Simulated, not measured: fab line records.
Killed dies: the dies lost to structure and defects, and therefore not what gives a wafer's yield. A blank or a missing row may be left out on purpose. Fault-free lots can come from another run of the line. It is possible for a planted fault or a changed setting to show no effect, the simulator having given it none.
fab line records    flow sfq_line
record: lots: 6  wafers: 16  last_day: 82
route steps=325 shown I4@173 JJ@178
lots that met no fault: from a run of the same line without faults
start_h: start of the lot's first displayed wafer, in hours after the record's first day    wait_h: hours elapsed since this lot's preceding step    " unchanged from the row above    L1.1+2: a single row standing in for several wafers    - no value present, or no start provided    * or withheld: withheld    < > ~ a bound
route shown NAME@n: a module of which the file shows steps, and the number in the route of the first    usual: mean/standard deviation of fault-free wafers    same: alike in all rows    chamber/n: place in a boat    sites: the reading at each site    _std_site: how widely they spread, as a standard deviation    _edge_site: mean of outer sites minus mean of inner sites    radius_mm: for every site, how far away it sits from the centre of the wafer    mask NAME#n: copy n    behind: the tool/chamber that last shaped the wafer    hold: the reason the lot was held/the length of the hold in hours/how it ended    device: which transistor (n, p or np) failed to switch    end of line: the route-end tests of the same wafers    for a step that has no rows: nothing shown but its recipe    killed: dies lost to structure and defects at the first sort, not the wafer's yield    map: a wafer's dies, x killed, . not, _ none there
set.NAME: setting as actually run; set.NAME@STEP: the setting as run at that earlier step    model.NAME: the simulator's own value behind a step, which no gauge read
lots seen at some steps along the route; tables by step, rows by wafer
services: when a tool's chamber went out of use (start_h, in hours from the record's first day, below 0 if earlier), for how many hours, and the reason
== steps ==
step: SFQ_I4_OVL_MEAS_928
usual: I4_OVL: 5/4.6
lot.wafer  tool        chamber  start_h  wait_h  I4_OVL[nm]
L548.2     overlay-02  -        1164.68  0.1     16
L548.3     "           -        "        "       14
L548.4     "           -        "        "       13
L552.3     overlay-02  -        1221.13  0.1     1
L552.4     "           -        "        "       -1
L552.5     "           -        "        "       7
L557.1     overlay-01  -        1356.49  0.1     5
L557.3     "           -        "        "       0
L557.4     "           -        "        "       -1
L558.4     overlay-01  -        1364.91  0.1     8
L558.6     "           -        "        "       5
L561.1     overlay-02  -        1390.99  0.1     6
L561.5     "           -        "        "       7
L566.2     overlay-01  -        1473.48  0.1     5
L566.3     "           -        "        "       5
L566.5     "           -        "        "       1
step: SFQ_TRILAYER_I4_VIA_BARC_OPEN_VIA_ETCH_146
recipe: mask_material: PR  chemistry: O2  target_depth_nm: 125  target: BARC  source_w: 500  bias_w: 80  pressure_mtorr: 30  time_s: 41.7
usual: bias_w: 79.99/0.23  drypump_motor_current_A: 5.7/0.53  oes_product_au: 0.685/0.0045
lot.wafer  tool         chamber  start_h  wait_h  bias_w  drypump_motor_current_A  oes_product_au  rf_hours_counter_h
L548.2     rie_diel-03  2        1164.71  0.0     79.82   5.7                      0.686           16
L548.3     "            1        "        "       80.47   6.7                      0.685           11
L548.4     "            3        "        "       80.25   5.3                      0.684           9
L552.3     rie_diel-02  2        1221.15  0.0     79.61   5.1                      0.680           9
L552.4     "            3        "        "       80.11   6.0                      0.678           2
L552.5     "            1        "        "       79.88   5.1                      0.687           -
L557.1     rie_diel-04  1        1356.53  0.0     80.33   6.0                      0.687           2
L557.3     "            0        "        "       80.15   5.1                      0.681           10
L557.4     "            2        "        "       79.98   6.1                      0.692           8
L558.4     rie_diel-03  1        1364.95  0.0     80.35   6.8                      0.686           -
L558.6     "            2        "        "       80.19   5.7                      0.688           -
L561.1     rie_diel-02  3        1391.03  0.0     79.95   6.0                      0.686           5
L561.5     "            3        "        "       79.75   6.0                      0.681           -
L566.2     rie_diel-03  0        1473.51  0.0     79.80   5.3                      0.683           19
L566.3     "            2        "        "       80.59   5.7                      0.681           0
L566.5     "            3        "        "       79.80   5.3                      0.690           -
step: SFQ_TRILAYER_I4_VIA_ETCH_VIA_ETCH_106
recipe: target: SiO2  stop_on: Nb  mask_material: PR  taper_deg: 20  chemistry: CHF3  target_depth_nm: 260  source_w: 500  bias_w: 80  pressure_mtorr: 30  time_s: withheld
step: SFQ_TRILAYER_I4_VIA_STRIP_STRIP_107
recipe: gas: O2  power_w: 200  platen_temp_c: 40  overash_fraction: 0.65  chemistry: O2  pressure_mtorr: 50
usual: drypump_motor_current_A: 5.4/0.36  oes_product_au: 0.996/0.015
lot.wafer  tool          chamber  start_h  wait_h  drypump_motor_current_A  oes_product_au  rf_hours_counter_h
L548.2     rie_metal-03  0        1164.87  -       5.0                      1.000           130
L548.3     "             1        "        "       5.7                      0.983           -
L548.4     "             0        "        "       5.0                      0.998           -
L552.3     rie_metal-01  0        1221.50  -       5.3                      0.972           -
L552.4     "             1        "        "       6.1                      0.994           -
L552.5     "             0        "        "       5.3                      0.978           -
L557.1     rie_metal-03  0        1356.68  -       5.0                      1.003           33
L557.3     "             0        "        "       5.0                      1.018           -
L557.4     "             1        "        "       5.7                      0.972           -
L558.4     rie_metal-03  0        1365.28  -       5.0                      1.021           -
L558.6     "             0        "        "       5.0                      1.014           -
L561.1     rie_metal-01  1        1391.18  -       6.1                      0.985           20
L561.5     "             1        "        "       6.0                      0.999           -
L566.2     rie_metal-03  1        1473.66  -       5.7                      0.982           33
L566.3     "             1        "        "       5.7                      0.984           -
L566.5     "             0        "        "       5.0                      1.021           -
step: SFQ_TRILAYER_I4_VIA_STRIP_SOLV_CLEAN_108
recipe: chemistry: NMP  temp_c: 70  time_s: 600
step: SFQ_TRILAYER_JJ_TRILAYER_DEP_PRE_CLEAN_113
recipe: gas: Ar  time_s: 22.5  bias_v: 250
step: SFQ_TRILAYER_JJ_TRILAYER_DEP_SPUTTER_109
recipe: material: Nb  base_pressure_pa: 1.33e-06  chamber_pressure_pa: 0.1333  substrate_temp_c: 20  target_thk_nm: 150  power_w: 2000  time_s: 100
usual: cathode_dc_power_W: 2000.0/0.34  throttle_valve_pct: 29.8/1.5
lot.wafer  tool            chamber  start_h  wait_h  cathode_dc_power_W  throttle_valve_pct
L548.2     pvd_sputter-03  -        1165.67  0.0     2000.1              31.7
L548.3     "               -        "        "       2000.3              28.5
L548.4     "               -        "        "       1999.9              30.0
L552.3     pvd_sputter-05  -        1222.11  0.0     2000.4              30.3
L552.4     "               -        "        "       1999.7              28.1
L552.5     "               -        "        "       2000.0              31.6
L557.1     pvd_sputter-05  -        1357.49  0.0     2000.6              30.4
L557.3     "               -        "        "       2000.6              31.7
L557.4     "               -        "        "       1999.8              30.8
L558.4     pvd_sputter-03  -        1365.89  0.0     1999.6              29.0
L558.6     "               -        "        "       2000.1              28.9
L561.1     pvd_sputter-04  -        1392.58  0.0     2000.1              30.4
L561.5     "               -        "        "       1999.9              27.9
L566.2     pvd_sputter-04  -        1474.47  0.0     1999.7              27.7
L566.3     "               -        "        "       2000.9              30.7
L566.5     "               -        "        "       2000.3              30.9
step: SFQ_TRILAYER_JJ_TRILAYER_DEP_SPUTTER_110
recipe: material: Al  base_pressure_pa: 1.33e-06  target_thk_nm: 8  power_w: 500  time_s: 10  chamber_pressure_pa: 0.4
usual: cathode_dc_power_W: 499.98/0.095  throttle_valve_pct: 29.8/1.4
lot.wafer  tool            chamber  start_h  wait_h  cathode_dc_power_W  throttle_valve_pct
L548.2     pvd_sputter-03  -        1165.74  0.0     500.06              31.5
L548.3     "               -        "        "       499.96              28.5
L548.4     "               -        "        "       500.01              29.8
L552.3     pvd_sputter-05  -        1222.18  0.0     500.00              30.4
L552.4     "               -        "        "       499.91              28.4
L552.5     "               -        "        "       500.07              32.0
L557.1     pvd_sputter-05  -        1357.56  0.0     499.97              30.1
L557.3     "               -        "        "       499.91              31.6
L557.4     "               -        "        "       499.95              30.7
L558.4     pvd_sputter-03  -        1365.96  0.0     500.09              28.6
L558.6     "               -        "        "       500.17              28.7
L561.1     pvd_sputter-04  -        1392.65  0.0     500.11              30.5
L561.5     "               -        "        "       499.96              28.2
L566.2     pvd_sputter-04  -        1474.54  0.0     499.85              28.1
L566.3     "               -        "        "       500.02              30.7
L566.5     "               -        "        "       500.16              30.9
step: SFQ_TRILAYER_JJ_TRILAYER_DEP_AL_OXIDATION_111
recipe: pressure_mbar: 0.014667  oxidation_time_s: 600  temperature_k: 293
step: SFQ_TRILAYER_JJ_TRILAYER_DEP_SPUTTER_112
recipe: material: Nb  base_pressure_pa: 1.33e-06  chamber_pressure_pa: 0.1333  substrate_temp_c: 20  target_thk_nm: 170  power_w: 2000  time_s: 113.3
step: SFQ_JJ_RS_MEAS_929
recipe: thk_meas_gauge: four-point-probe  reads: Nb_of_TRILAYER_JJ_TRILAYER_DEP_SPUTTER_112
usual: JJ_NB_RS: 1.051/0.012
lot.wafer  tool           chamber  start_h  wait_h  JJ_NB_RS[ohm/sq]
L548.2     film_metro-03  -        1166.86  0.1     1.040
L548.3     "              -        "        "       1.040
L548.4     "              -        "        "       1.047
L552.3     film_metro-04  -        1223.32  0.1     1.043
L552.4     "              -        "        "       1.038
L552.5     "              -        "        "       1.041
L557.1     film_metro-02  -        1358.66  0.0     1.053
L557.3     "              -        "        "       1.031
L557.4     "              -        "        "       1.035
L558.4     film_metro-02  -        1367.12  0.1     1.063
L558.6     "              -        "        "       1.066
L561.1     film_metro-02  -        1393.76  0.0     1.065
L561.5     "              -        "        "       1.055
L566.2     film_metro-02  -        1475.66  0.1     1.045
L566.3     "              -        "        "       1.054
L566.5     "              -        "        "       1.054
step: SFQ_TRILAYER_JJ_CE_LITHO_COAT_119
recipe: resist: BARC  spin_rpm: 3000  resist_thk_nm: 62
lot.wafer  tool            chamber  start_h  wait_h  model.BARC_of_TRILAYER_JJ_CE_LITHO_COAT_119.thk_nm
L548.2     litho_track-02  0        1167.07  0.1     61.92
L548.3     "               0        "        "       61.99
L548.4     "               0        "        "       62.06
L552.3     litho_track-01  0        1223.56  0.1     62.3
L552.4     "               0        "        "       62.45
L552.5     "               0        "        "       62.13
L557.1     litho_track-02  0        1358.84  0.1     62.31
L557.3     "               0        "        "       62.02
L557.4     "               0        "        "       62.17
L558.4     litho_track-01  0        1367.39  0.2     61.99
L558.6     "               0        "        "       72.53
L561.1     litho_track-01  0        1393.94  0.1     61.92
L561.5     "               0        "        "       72.73
L566.2     litho_track-01  0        1475.87  0.1     61.77
L566.3     "               0        "        "       61.76
L566.5     "               0        "        "       61.86
step: SFQ_TRILAYER_JJ_CE_LITHO_COAT_114
recipe: resist: KrF  spin_rpm: 3000  resist_thk_nm: 600
step: SFQ_TRILAYER_JJ_CE_LITHO_SOFTBAKE_118
recipe: temp_c: withheld  time_s: withheld  resist: KrF
step: SFQ_TRILAYER_JJ_CE_LITHO_EXPOSE_115
recipe: mask_id: J5  na: 0.6  source_shape: conventional  sigma_outer: 0.65  target_cd_nm: 700  dose_mj: 14.4
step: SFQ_TRILAYER_JJ_CE_LITHO_PEB_117
recipe: peb_temp_c: 115  peb_time_s: 60  resist: KrF
step: SFQ_TRILAYER_JJ_CE_LITHO_DEVELOP_116
recipe: time_s: 60  resist: KrF
step: SFQ_JJ_OVL_MEAS_931
usual: J5_OVL: 1/4.7
lot.wafer  tool        chamber  start_h  wait_h  J5_OVL[nm]
L548.2     overlay-01  -        1297.70  0.1     7
L548.3     "           -        "        "       15
L548.4     "           -        "        "       5
L552.3     overlay-02  -        1304.60  0.1     7
L552.4     "           -        "        "       4
L552.5     "           -        "        "       2
L557.1     overlay-02  -        1436.28  0.1     -8
L557.3     "           -        "        "       -5
L557.4     "           -        "        "       -5
L558.4     overlay-02  -        1443.49  0.1     3
L558.6     "           -        "        "       4
L561.1     overlay-01  -        1485.48  0.1     -2
L561.5     "           -        "        "       -3
L566.2     overlay-02  -        1577.33  0.1     -2
L566.3     "           -        "        "       -9
L566.5     "           -        "        "       -9
step: SFQ_TRILAYER_JJ_CE_METRO_MEASURE_117
usual: cd_nm: 700.2/1.5
lot.wafer  tool       chamber  start_h  wait_h  cd_nm
L548.2     cd_sem-01  -        1297.93  0.2     703.6
L548.3     "          -        "        "       702.4
L548.4     "          -        "        "       703.7
L552.3     cd_sem-02  -        1305.03  0.4     699.6
L552.4     "          -        "        "       700.4
L552.5     "          -        "        "       699.2
L557.1     cd_sem-01  -        1436.31  0.0     701.4
L557.3     "          -        "        "       699.7
L557.4     "          -        "        "       700.5
L558.4     cd_sem-02  -        1444.11  0.6     700.7
L558.6     "          -        "        "       700.1
L561.1     cd_sem-02  -        1485.51  0.0     702.9
L561.5     "          -        "        "       702.2
L566.2     cd_sem-01  -        1577.56  0.2     701.8
L566.3     "          -        "        "       701.5
L566.5     "          -        "        "       700.2
step: SFQ_TRILAYER_JJ_CE_BARC_OPEN_RIE_150
recipe: mask_material: PR  chemistry: O2  target_depth_nm: 240  target: BARC  icp_w: 600  bias_w: 80  pressure_mtorr: 10  time_s: 80
usual: bias_w: 80.01/0.25  drypump_motor_current_A: 5.41/0.28  oes_product_au: 0.537/0.0048
lot.wafer  tool          chamber  start_h  wait_h  bias_w  drypump_motor_current_A  oes_product_au  rf_hours_counter_h  model.etch.depth_nm
L548.2     rie_metal-03  0        1298.93  0.8     80.15   5.01                     0.539           21                  61.92
L548.3     "             1        "        "       79.84   5.66                     0.526           -                   61.99
L548.4     "             0        "        "       80.26   4.99                     0.545           -                   62.06
L552.3     rie_metal-04  1        1305.86  0.6     80.13   5.18                     0.540           -                   62.3
L552.4     "             0        "        "       80.13   5.53                     0.548           -                   62.45
L552.5     "             1        "        "       80.26   5.16                     0.535           -                   62.13
L557.1     rie_metal-04  1        1437.51  1.0     79.80   5.20                     0.542           56                  62.31
L557.3     "             1        "        "       79.91   5.19                     0.531           -                   62.02
L557.4     "             0        "        "       80.21   5.52                     0.537           -                   62.17
L558.4     rie_metal-02  1        1444.74  0.4     80.40   5.89                     0.538           -                   61.99
L558.6     "             1        "        "       80.13   5.86                     0.559           -                   72.53
L561.1     rie_metal-03  1        1486.71  1.0     79.95   5.67                     0.535           35                  61.92
L561.5     "             0        "        "       79.73   5.02                     0.565           -                   72.73
L566.2     rie_metal-04  1        1578.56  0.8     80.20   5.19                     0.528           77                  61.77
L566.3     "             1        "        "       79.79   5.19                     0.532           -                   61.76
L566.5     "             0        "        "       80.11   5.46                     0.543           -                   61.86
step: SFQ_TRILAYER_JJ_CE_ETCH_RIE_118
recipe: target: Nb  stop_on: Al2O3  mask_material: PR  taper_deg: 13.257  over_etch_frac: 0.15  time_s: 97.7  chemistry: SF6  target_depth_nm: 170  icp_w: 600  bias_w: 80  pressure_mtorr: 10
== services ==
tool            chamber  start_h  hours  kind
cd_sem-01       -        1193.15  0.6    pm
cd_sem-01       -        1248.96  3.5    repair
pvd_sputter-05  -        1256.87  4.1    repair
cd_sem-01       -        1271.51  1.6    pm
rie_metal-03    1        1272.33  18.5   repair
pvd_sputter-05  -        1279.63  54.3   repair
cd_sem-01       -        1286.51  2.2    pm
pvd_sputter-05  -        1291.66  1.2    repair
cd_sem-01       -        1304.63  0.9    pm
pvd_sputter-05  -        1328.50  5.1    repair
rie_metal-03    -        1366.06  1.4    pm
cd_sem-01       -        1377.15  3.5    pm
pvd_sputter-04  -        1379.86  0.6    repair
pvd_sputter-05  -        1394.72  10.5   repair
pvd_sputter-04  -        1406.95  2.3    repair
pvd_sputter-04  -        1425.00  1.3    repair
pvd_sputter-03  -        1441.77  6.0    repair
cd_sem-01       -        1456.50  2.7    repair
cd_sem-01       -        1470.51  1.2    pm
cd_sem-01       -        1484.36  0.4    pm
pvd_sputter-05  -        1510.74  3.7    repair
pvd_sputter-03  -        1540.05  1.8    repair
cd_sem-01       -        1541.51  0.3    pm
rie_metal-04    1        1552.43  3.7    repair
== key ==
first_sign: step: SFQ_TRILAYER_JJ_CE_BARC_OPEN_RIE_150  reading: oes_product_au  direction: up  sigmas: 5.1  usual: 0.537  struck: 0.562
effect none on later readings
model_effect: step: SFQ_TRILAYER_JJ_CE_LITHO_COAT_119  value: BARC_of_TRILAYER_JJ_CE_LITHO_COAT_119.thk_nm  without: 61.84  struck: 72.63
model_effect: step: SFQ_TRILAYER_JJ_CE_BARC_OPEN_RIE_150  value: etch.depth_nm  without: 61.84  struck: 72.63
met_at SFQ_TRILAYER_JJ_CE_LITHO_COAT_119
struck_wafers L558.6,L561.5
onset_between 1223.56 1367.39
fault: kind: process_parameter_drift  tool: litho_track-01  chamber: -  onset_h: 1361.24  steps: SFQ_TRILAYER_JJ_CE_LITHO_COAT_119  channel: resist_thk_nm  offset: 10.823  shape: step  end_h: 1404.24  scope: struck_wafers_only  acts_in: these_recipes_only  stated: 62
